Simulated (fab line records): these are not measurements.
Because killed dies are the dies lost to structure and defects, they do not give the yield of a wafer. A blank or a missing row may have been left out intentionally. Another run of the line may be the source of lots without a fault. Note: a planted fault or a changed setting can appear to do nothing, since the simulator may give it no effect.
fab line records	flow sky130	part 1 of 2: steps 1 to 23 of 34
[record] lots = 5	wafers = 15	last-day = 50
route steps=708 shown METAL3@566 VIA3@573 METAL4@598
lots that met no fault: taken from a fault-free run of the same line
start-h: the number of hours between the record's first day and the start of the first shown wafer of the lot	wait-h: time in hours since the lot's previous step	" identical to the entry in the row above	L1.1+2: a single row standing in for several wafers	- no value present, or no start provided	* or withheld: withheld	< > ~ a bound
route shown NAME@n: NAME is a module with steps in the file, n the number in the route of the first one	usual: mean and standard deviation over wafers with no fault	same: alike in all rows	chamber/n: place in a boat	sites: each site's reading	_std_site: how widely they spread, as a standard deviation	_edge_site: mean of outer sites minus mean of inner sites	radius-mm: for every site, how far away it sits from the centre of the wafer	mask NAME#n: copy n	behind: the tool/chamber that last shaped the wafer	hold: why the lot was held/for how many hours/how that ended	device: which transistor (n, p or np) failed to switch	end of line: tests of these same wafers at the route's end	where a step has no rows: the recipe by itself	killed: at the first sort, the dies lost to defects and structure; wafer yield is something else	map: per-die view of a wafer (x killed, . not killed, _ where there is no die)
set.NAME: the run value of the setting; set.NAME@STEP: its run value at that earlier step	model.NAME: the simulator's own value behind a step, which no gauge read
lots seen at some steps along the route; tables by step, rows by wafer
services: a tool's chamber out of use, with start hour (start-h, from the record's first day; less than 0 if before it), hours out, and reason
[[steps]]
[step SKY_METAL3_ETCH_16]
[recipe] chemistry = N2/H2	target = BARC	ion-energy-ev = 200	bias-w = 100	pressure-mtorr = 30	n2-flow-sccm = 100	h2-flow-sccm = 200	icp-w = 500	stop-on = SiO2	time-s = 88.2	target-depth-a = 600
[usual] drypump-motor-current-A = 5.6/0.33	he-backside-leak-sccm = 3.38/0.28	oes-product-au = 0.626/0.0044	throttle-valve-pct = 13.205/0.0092
lot.wafer	tool	chamber	start-h	wait-h	drypump-motor-current-A	he-backside-leak-sccm	oes-product-au	rf-hours-counter-h	throttle-valve-pct
L076.1	rie-metal-03	1	912.03	0.0	5.9	3.33	0.624	14	13.216
L076.3	"	0	"	"	5.7	3.55	0.631	-	13.212
L076.5	"	1	"	"	6.0	3.39	0.631	-	13.195
L082.4	rie-metal-03	1	959.04	0.0	6.0	3.19	0.622	-	13.194
L082.5	"	1	"	"	6.0	3.33	0.619	-	13.215
L082.6	"	0	"	"	5.7	3.53	0.628	-	13.198
L087.1	rie-metal-04	0	995.91	0.0	5.5	3.68	0.625	16	13.227
L087.2	"	1	"	"	4.9	2.99	0.635	12	13.210
L087.4	"	0	"	"	5.5	3.50	0.623	-	13.203
L089.2	rie-metal-04	0	1014.79	0.0	5.6	3.77	0.637	17	13.194
L089.4	"	1	"	"	4.9	3.16	0.622	-	13.211
L089.6	"	1	"	"	4.9	3.02	0.630	-	13.195
L095.1	rie-metal-03	0	1048.23	0.0	5.7	3.67	0.627	9	13.209
L095.3	"	0	"	"	5.7	3.53	0.624	-	13.189
L095.6	"	0	"	"	5.7	3.72	0.628	-	13.231
[step SKY_METAL3_ETCH_17]
[recipe] target = SiO2	stop-on = TiN	chemistry = C4F8/O2/Ar	source-w = 1500	bias-w = 1200	pressure-mtorr = 40	c4f8-flow-sccm = withheld	O2_flow_sccm = 6	Ar_flow_sccm = 300	time-s = 3.9	target-depth-a = 150
[usual] oes-product-au = 0.754/0.0078
lot.wafer	tool	chamber	start-h	wait-h	oes-product-au	rf-hours-counter-h
L076.1	rie-diel-01	3	912.13	0.1	0.740	11
L076.3	"	0	"	"	0.748	8
L076.5	"	0	"	"	0.761	-
L082.4	rie-diel-04	2	959.11	0.0	0.745	17
L082.5	"	1	"	"	0.750	-
L082.6	"	2	"	"	0.740	-
L087.1	rie-diel-03	2	996.01	0.1	0.774	7
L087.2	"	1	"	"	0.754	4
L087.4	"	0	"	"	0.759	10
L089.2	rie-diel-04	0	1014.89	0.1	0.748	6
L089.4	"	2	"	"	0.759	19
L089.6	"	1	"	"	0.741	-
L095.1	rie-diel-01	1	1048.33	0.1	0.745	5
L095.3	"	0	"	"	0.757	13
L095.6	"	3	"	"	0.772	-
[step SKY_METAL3_METAL_ETCH_18]
[recipe] target-depth-a = 8450	stop-on = SiO2	over-etch-frac = 0.3	time-s = 183.1	chemistry = Cl2/BCl3	resist-sidewall-deg = 88	pressure-mtorr = 10	icp-w = 900	bias-w = 48.5	Cl2_flow_sccm = 60	bcl3-flow-sccm = 30
[usual] bcl3-flow-sccm = 30.01/0.092	drypump-motor-current-A = 5.5/0.34	he-backside-leak-sccm = 3.36/0.26	oes-product-au = 0.868/0.0063	throttle-valve-pct = 22.266/0.0088
lot.wafer	tool	chamber	start-h	wait-h	bcl3-flow-sccm	drypump-motor-current-A	he-backside-leak-sccm	oes-product-au	rf-hours-counter-h	throttle-valve-pct
L076.1	rie-metal-02	1	912.15	0.0	30.02	5.4	3.14	0.864	4	22.267
L076.3	"	0	"	"	30.04	5.7	3.27	0.867	-	22.265
L076.5	"	1	"	"	30.17	5.4	3.17	0.868	-	22.274
L082.4	rie-metal-04	1	959.19	0.1	30.13	4.9	3.25	0.873	-	22.265
L082.5	"	0	"	"	29.92	5.5	3.23	0.861	-	22.256
L082.6	"	1	"	"	29.99	4.9	3.04	0.869	-	22.258
L087.1	rie-metal-02	1	996.03	0.0	29.83	5.4	3.15	0.874	8	22.262
L087.2	"	0	"	"	30.06	5.7	3.34	0.871	12	22.278
L087.4	"	1	"	"	29.98	5.4	3.24	0.877	-	22.282
L089.2	rie-metal-02	1	1014.90	0.0	29.88	5.4	2.97	0.866	10	22.251
L089.4	"	0	"	"	30.08	5.7	3.41	0.872	-	22.254
L089.6	"	1	"	"	29.84	5.4	3.02	0.869	-	22.275
L095.1	rie-metal-03	1	1048.35	0.0	30.11	5.9	3.06	0.864	20	22.261
L095.3	"	1	"	"	30.11	5.9	3.27	0.859	-	22.276
L095.6	"	0	"	"	29.96	5.7	3.71	0.867	-	22.257
[step SKY_METAL3_STRIP_19]
[recipe] chemistry = O2/N2	power-w = 1400	pressure-mtorr = 1500	platen-temp-c = withheld	o2-flow-sccm = 3000	n2-flow-sccm = 300	overash-fraction = 0.5
[usual] drypump-motor-current-A = 5.81/0.3	oes-product-au = 0.503/0.0071	strip-time-to-endpoint-s = 6.55/0.12
lot.wafer	tool	chamber	start-h	wait-h	drypump-motor-current-A	oes-product-au	rf-hours-counter-h	strip-time-to-endpoint-s
L076.1	plasma-asher-01	0	912.32	0.1	6.14	0.521	79	6.78
L076.3	"	0	"	"	6.12	0.504	-	6.44
L076.5	"	1	"	"	5.58	0.511	-	6.77
L082.4	plasma-asher-03	1	959.34	0.1	5.44	0.499	-	6.54
L082.5	"	1	"	"	5.45	0.506	-	6.63
L082.6	"	0	"	"	5.98	0.507	-	6.58
L087.1	plasma-asher-04	1	996.20	0.1	5.54	0.509	55	6.75
L087.2	"	0	"	"	6.14	0.499	55	6.52
L087.4	"	1	"	"	5.52	0.520	-	6.80
L089.2	plasma-asher-03	1	1015.08	0.1	5.46	0.510	26	6.68
L089.4	"	1	"	"	5.41	0.495	-	6.46
L089.6	"	1	"	"	5.42	0.500	-	6.65
L095.1	plasma-asher-04	0	1048.53	0.1	6.17	0.492	60	6.47
L095.3	"	1	"	"	5.54	0.496	-	6.53
L095.6	"	0	"	"	6.16	0.498	-	6.42
[step SKY_METAL3_STRIP_20]
[recipe] chemistry = post-etch-residue-remover	time-s = 1200	temp-c = 72.5
lot.wafer	tool	chamber	start-h	wait-h
L076.1+3+5	wet-bench-04	1	912.42	0.1
L082.4+5+6	wet-bench-04	0	959.40	0.0
L087.1+2+4	wet-bench-02	3	996.30	0.1
L089.2+4+6	wet-bench-04	0	1015.18	0.1
L095.1+3+6	wet-bench-04	1	1048.63	0.1
[step SKY_METAL3_CLEAN_21]
[recipe] chemistry = IPA	time-s = 180	temp-c = 25
lot.wafer	tool	chamber	start-h	wait-h
L076.1+3+5	wet-bench-01	3	912.77	0.0
L082.4+5+6	wet-bench-01	3	959.78	0.0
L087.1+2+4	wet-bench-01	1	996.65	0.0
L089.2+4+6	wet-bench-04	2	1015.55	0.0
L095.1+3+6	wet-bench-04	0	1048.97	0.0
[step SKY_METAL3_CLEAN_22]
[recipe] chemistry = O3/DIW	dry = n2-spin
lot.wafer	tool	chamber	start-h	wait-h
L076.1+3+5	wet-bench-02	0	912.83	0.0
L082.4+5+6	wet-bench-02	3	959.84	0.0
L087.1+2+4	wet-bench-04	1	996.70	0.0
L089.2+4+6	wet-bench-01	2	1015.62	0.0
L095.1+3+6	wet-bench-02	2	1049.03	0.0
[step SKY_VIA3_HDPCVD_00]
[recipe] material = SiO2	target-thk-nm = 1635	sigma-open-frac = 0.3	time-s = 272.5	temp-c = 400	sih4-flow-sccm = 60	pressure-mtorr = 6
lot.wafer	tool	chamber	start-h	wait-h
L076.1+3+5	hdpcvd-02	2,0,1	912.92	0.0
L082.4+5+6	hdpcvd-02	2,1,0	960.01	0.1
L087.1+2+4	hdpcvd-02	1,0,0	996.81	0.0
L089.2+4+6	hdpcvd-01	0,1,0	1015.71	0.0
L095.1+3+6	hdpcvd-01	0,1,0	1049.12	0.0
[step SKY_VIA3_THK_MEAS_01]
[recipe] reads = SiO2_of_VIA3_HDPCVD_00
[usual] VIA3_HDPCVD_THK = 1634/23
lot.wafer	tool	chamber	start-h	wait-h	VIA3_HDPCVD_THK[nm]
L076.1	film-metro-01	-	913.09	0.1	1687
L076.3	"	-	"	"	1638
L076.5	"	-	"	"	1629
L082.4	film-metro-03	-	960.13	0.0	1667
L082.5	"	-	"	"	1593
L082.6	"	-	"	"	1617
L087.1	film-metro-02	-	996.98	0.1	1648
L087.2	"	-	"	"	1643
L087.4	"	-	"	"	1643
L089.2	film-metro-01	-	1015.89	0.1	1657
L089.4	"	-	"	"	1651
L089.6	"	-	"	"	1681
L095.1	film-metro-02	-	1049.29	0.1	1630
L095.3	"	-	"	"	1586
L095.6	"	-	"	"	1629
[step SKY_VIA3_CMP_02]
[recipe] material = SiO2	down-force-psi = 4	platen-rpm = 60	pad-velocity-m-s = 0.94248
[usual] motor-current-A = 11.9/1
lot.wafer	tool	chamber	start-h	wait-h	motor-current-A
L076.1	cmp-02	3	913.20	0.1	10.3
L076.3	"	1	"	"	13.0
L076.5	"	3	"	"	11.1
L082.4	cmp-02	2	960.31	0.2	11.4
L082.5	"	3	"	"	11.2
L082.6	"	0	"	"	11.9
L087.2	cmp-02	0	997.04	0.0	11.7
L087.4	"	1	"	"	12.6
L087.1	"	2	"	"	11.1
L089.2	cmp-01	2	1015.99	0.1	12.4
L089.4	"	0	"	"	11.9
L089.6	"	1	"	"	10.3
L095.3	cmp-01	2	1049.40	0.1	13.1
L095.1	"	3	"	"	12.7
L095.6	"	1	"	"	10.3
[step SKY_VIA3_BOW_MEAS_03]
[recipe] mode = bow
[usual] VIA3_BOW = 77/8.3
lot.wafer	tool	chamber	start-h	wait-h	VIA3_BOW[um]
L076.1	film-metro-01	-	913.45	0.2	74
L076.3	"	-	"	"	88
L076.5	"	-	"	"	83
L082.4	film-metro-03	-	960.52	0.2	77
L082.5	"	-	"	"	79
L082.6	"	-	"	"	79
L087.1	film-metro-01	-	997.34	0.1	82
L087.2	"	-	"	"	88
L087.4	"	-	"	"	72
L089.2	film-metro-02	-	1016.26	0.2	75
L089.4	"	-	"	"	74
L089.6	"	-	"	"	58
L095.1	film-metro-02	-	1049.65	0.1	70
L095.3	"	-	"	"	70
L095.6	"	-	"	"	66
[step SKY_VIA3_DEHYDRATE_04]
[recipe] temp-c = 200	time-s = 60
[usual] exhaust-pa = 45.1/0.87
lot.wafer	tool	chamber	start-h	wait-h	exhaust-pa
L076.1	litho-track-04	0	925.34	11.9	44.8
L076.3	"	0	"	"	45.1
L076.5	"	0	"	"	44.8
L082.4	litho-track-03	0	971.65	11.1	45.7
L082.5	"	0	"	"	46.2
L082.6	"	0	"	"	45.3
L087.1	litho-track-04	0	1008.64	11.3	44.1
L087.2	"	0	"	"	44.1
L087.4	"	0	"	"	44.4
L089.2	litho-track-01	0	1026.55	10.3	44.9
L089.4	"	0	"	"	45.3
L089.6	"	0	"	"	45.5
L095.1	litho-track-03	0	1059.52	9.9	43.2
L095.3	"	0	"	"	42.8
L095.6	"	0	"	"	43.7
[step SKY_VIA3_HMDS_05]
[recipe] prime-time-s = 60	prime-temp-c = 120
[usual] exhaust-pa = 44.9/0.87
lot.wafer	tool	chamber	start-h	wait-h	exhaust-pa
L076.1	litho-track-04	0	925.49	0.1	44.8
L076.3	"	0	"	"	45.7
L076.5	"	0	"	"	45.0
L082.4	litho-track-03	0	971.80	0.1	45.6
L082.5	"	0	"	"	46.6
L082.6	"	0	"	"	45.2
L087.1	litho-track-04	0	1008.79	0.1	44.7
L087.2	"	0	"	"	44.0
L087.4	"	0	"	"	45.4
L089.2	litho-track-01	0	1026.70	0.1	46.3
L089.4	"	0	"	"	46.3
L089.6	"	0	"	"	44.5
L095.1	litho-track-03	0	1059.67	0.1	44.1
L095.3	"	0	"	"	45.3
L095.6	"	0	"	"	44.2
[step SKY_VIA3_COAT_06]
[recipe] resist = BARC	temp-c = withheld	time-s = withheld	spin-rpm = 3000	resist-thk-nm = 60
[usual] exhaust-pa = 45.0/0.95
lot.wafer	tool	chamber	start-h	wait-h	exhaust-pa
L076.1	litho-track-04	0	925.64	0.1	44.5
L076.3	"	0	"	"	43.6
L076.5	"	0	"	"	44.9
L082.4	litho-track-03	0	971.95	0.1	45.2
L082.5	"	0	"	"	46.5
L082.6	"	0	"	"	45.5
L087.1	litho-track-04	0	1008.94	0.1	45.4
L087.2	"	0	"	"	45.0
L087.4	"	0	"	"	46.2
L089.2	litho-track-01	0	1026.85	0.1	44.3
L089.4	"	0	"	"	44.7
L089.6	"	0	"	"	44.7
L095.1	litho-track-03	0	1059.82	0.1	44.3
L095.3	"	0	"	"	43.3
L095.6	"	0	"	"	43.4
[step SKY_VIA3_COAT_07]
[recipe] resist = KrF-thick	spin-rpm = 3000	resist-thk-nm = 450
[usual] exhaust-pa = 45.0/0.93
lot.wafer	tool	chamber	start-h	wait-h	exhaust-pa
L076.1	litho-track-04	0	-	-	44.3
L076.3	"	0	"	"	45.6
L076.5	"	0	"	"	44.7
L082.4	litho-track-03	0	-	-	43.6
L082.5	"	0	"	"	44.6
L082.6	"	0	"	"	43.8
L087.1	litho-track-04	0	-	-	45.9
L087.2	"	0	"	"	44.9
L087.4	"	0	"	"	45.6
L089.2	litho-track-01	0	-	-	44.6
L089.4	"	0	"	"	45.5
L089.6	"	0	"	"	45.3
L095.1	litho-track-03	0	-	-	45.9
L095.3	"	0	"	"	46.5
L095.6	"	0	"	"	45.1
[step SKY_VIA3_SOFTBAKE_08]
[recipe] temp-c = 100	time-s = 90	resist = KrF-thick
[usual] exhaust-pa = 44.9/0.87
lot.wafer	tool	chamber	start-h	wait-h	exhaust-pa
L076.1	litho-track-04	0	-	-	43.8
L076.3	"	0	"	"	45.9
L076.5	"	0	"	"	44.2
L082.4	litho-track-03	0	-	-	43.1
L082.5	"	0	"	"	44.5
L082.6	"	0	"	"	44.8
L087.1	litho-track-04	0	-	-	44.9
L087.2	"	0	"	"	43.9
L087.4	"	0	"	"	44.1
L089.2	litho-track-01	0	-	-	45.6
L089.4	"	0	"	"	45.8
L089.6	"	0	"	"	45.7
L095.1	litho-track-03	0	-	-	44.5
L095.3	"	0	"	"	43.4
L095.6	"	0	"	"	44.7
[step SKY_VIA3_EXPOSE_09]
[recipe] mask-id = VIM3	na = 0.8	source-shape = annular	sigma-inner = 0.55	sigma-outer = 0.85	target-cd-nm = 200	dose-mj = 38
[usual] stage-vel-mm-s = 500.01/0.23
lot.wafer	tool	chamber	start-h	wait-h	mask	stage-vel-mm-s
L076.1	krf-scanner-02	0	-	-	VIM3#0	500.15
L076.3	"	0	"	"	VIM3#0	499.82
L076.5	"	0	"	"	VIM3#0	500.17
L082.4	krf-scanner-01	0	-	-	VIM3#0	499.99
L082.5	"	0	"	"	VIM3#0	500.02
L082.6	"	0	"	"	VIM3#0	499.73
L087.1	krf-scanner-02	0	-	-	VIM3#0	499.80
L087.2	"	0	"	"	VIM3#0	499.89
L087.4	"	0	"	"	VIM3#0	500.08
L089.2	krf-scanner-01	0	-	-	VIM3#0	499.85
L089.4	"	0	"	"	VIM3#0	499.84
L089.6	"	0	"	"	VIM3#0	500.00
L095.1	krf-scanner-02	0	-	-	VIM3#0	500.25
L095.3	"	0	"	"	VIM3#0	500.00
L095.6	"	0	"	"	VIM3#0	500.24
[step SKY_VIA3_PEB_10]
[recipe] peb-temp-c = withheld	peb-time-s = withheld	resist = KrF-thick
[usual] exhaust-pa = 45.2/0.88
lot.wafer	tool	chamber	start-h	wait-h	exhaust-pa
L076.1	litho-track-04	0	-	-	45.3
L076.3	"	0	"	"	46.0
L076.5	"	0	"	"	44.8
L082.4	litho-track-03	0	-	-	44.3
L082.5	"	0	"	"	45.0
L082.6	"	0	"	"	43.7
L087.1	litho-track-04	0	-	-	45.7
L087.2	"	0	"	"	46.1
L087.4	"	0	"	"	46.8
L089.2	litho-track-04	0	-	-	44.3
L089.4	"	0	"	"	44.6
L089.6	"	0	"	"	44.3
L095.1	litho-track-03	0	-	-	44.3
L095.3	"	0	"	"	43.3
L095.6	"	0	"	"	45.4
[step SKY_VIA3_DEVELOP_11]
[recipe] develop-time-s = 60	resist = KrF-thick	dev-temp-c = 21
[usual] exhaust-pa = 45.2/0.85
[same] develop-time-s = 60
lot.wafer	tool	chamber	start-h	wait-h	exhaust-pa
L076.1	litho-track-04	0	-	-	44.1
L076.3	"	0	"	"	45.3
L076.5	"	0	"	"	45.5
L082.4	litho-track-03	0	-	-	45.1
L082.5	"	0	"	"	45.5
L082.6	"	0	"	"	45.1
L087.1	litho-track-04	0	-	-	44.5
L087.2	"	0	"	"	45.2
L087.4	"	0	"	"	45.2
L089.2	litho-track-04	0	-	-	45.2
L089.4	"	0	"	"	45.5
L089.6	"	0	"	"	44.2
L095.1	litho-track-03	0	-	-	44.7
L095.3	"	0	"	"	45.4
L095.6	"	0	"	"	44.8
[step SKY_VIA3_CD_MEAS_12]
[recipe] target-cd-nm = 200
[usual] cd-nm = 199.9/1.7
lot.wafer	tool	chamber	start-h	wait-h	cd-nm
L076.1	cd-sem-01	-	938.44	-	199.8
L076.3	"	-	"	"	200.9
L076.5	"	-	"	"	200.0
L082.4	cd-sem-01	-	984.58	-	202.1
L082.5	"	-	"	"	200.5
L082.6	"	-	"	"	201.1
L087.1	cd-sem-02	-	1020.29	-	201.2
L087.2	"	-	"	"	201.3
L087.4	"	-	"	"	200.6
L089.2	cd-sem-02	-	1038.36	-	199.4
L089.4	"	-	"	"	198.8
L089.6	"	-	"	"	199.4
L095.1	cd-sem-02	-	1071.22	-	202.9
L095.3	"	-	"	"	202.7
L095.6	"	-	"	"	202.0
[step SKY_VIA3_OVL_MEAS_13]
[usual] VIA3_OVL = -1/5.5
lot.wafer	tool	chamber	start-h	wait-h	VIA3_OVL[nm]
L076.1	overlay-01	-	938.56	0.1	-3
L076.3	"	-	"	"	-7
L076.5	"	-	"	"	-7
L082.4	overlay-01	-	984.66	0.1	-3
L082.5	"	-	"	"	-4
L082.6	"	-	"	"	0
L087.1	overlay-02	-	1020.41	0.1	2
L087.2	"	-	"	"	-1
L087.4	"	-	"	"	-1
L089.2	overlay-02	-	1038.47	0.1	2
L089.4	"	-	"	"	0
L089.6	"	-	"	"	-4
L095.1	overlay-01	-	1071.34	0.1	4
L095.3	"	-	"	"	0
L095.6	"	-	"	"	6
[step SKY_VIA3_ETCH_14]
[recipe] chemistry = N2/H2	target = BARC	ion-energy-ev = 200	source-w = 500	bias-w = 100	pressure-mtorr = 30	n2-flow-sccm = 100	h2-flow-sccm = 200	stop-on = SiO2	time-s = 45.9	target-depth-a = 600
[usual] drypump-motor-current-A = 5.7/0.41	oes-product-au = 0.855/0.0053	throttle-valve-pct = 13.224/0.0091
lot.wafer	tool	chamber	start-h	wait-h	drypump-motor-current-A	oes-product-au	rf-hours-counter-h	throttle-valve-pct
L076.1	rie-diel-03	3	938.60	0.0	5.5	0.858	27	13.219
L076.3	"	1	"	"	5.9	0.865	2	13.247
L076.5	"	2	"	"	5.7	0.854	-	13.228
L082.4	rie-diel-02	2	984.68	0.0	5.6	0.854	11	13.219
L082.5	"	0	"	"	5.1	0.864	-	13.223
L082.6	"	3	"	"	5.5	0.862	-	13.232
L087.1	rie-diel-02	3	1020.45	0.0	5.5	0.846	12	13.226
L087.2	"	1	"	"	5.8	0.855	16	13.231
L087.4	"	0	"	"	5.2	0.857	21	13.215
L089.2	rie-diel-02	0	1038.50	0.0	5.1	0.852	22	13.224
L089.4	"	1	"	"	5.8	0.856	17	13.214
L089.6	"	3	"	"	5.5	0.860	-	13.232
L095.1	rie-diel-02	3	1071.38	0.0	5.5	0.848	13	13.229
L095.3	"	1	"	"	5.8	0.863	18	13.227
L095.6	"	2	"	"	5.7	0.855	-	13.225
[step SKY_VIA3_ETCH_15]
[recipe] target = SiO2	chemistry = C4F8/O2/Ar	target-depth-nm = 507	stop-on = TiN	mask-material = KrF-thick	source-w = 1500	bias-w = 1200	pressure-mtorr = 40	c4f8-flow-sccm = withheld	O2_flow_sccm = 6	Ar_flow_sccm = 300	time-s = 78
[usual] oes-product-au = 0.946/0.0053
lot.wafer	tool	chamber	start-h	wait-h	oes-product-au	rf-hours-counter-h
L076.1	rie-diel-03	3	938.64	0.0	0.942	27
L076.3	"	1	"	"	0.936	2
L076.5	"	2	"	"	0.955	-
L082.4	rie-diel-02	2	984.72	0.0	0.946	11
L082.5	"	0	"	"	0.948	-
L082.6	"	3	"	"	0.955	-
L087.1	rie-diel-02	3	1020.49	0.0	0.948	12
L087.2	"	1	"	"	0.946	16
L087.4	"	0	"	"	0.950	21
L089.2	rie-diel-02	0	1038.54	0.0	0.954	22
L089.4	"	1	"	"	0.940	17
L089.6	"	3	"	"	0.939	-
L095.1	rie-diel-02	3	1071.42	0.0	0.944	13
L095.3	"	1	"	"	0.946	18
L095.6	"	2	"	"	0.942	-
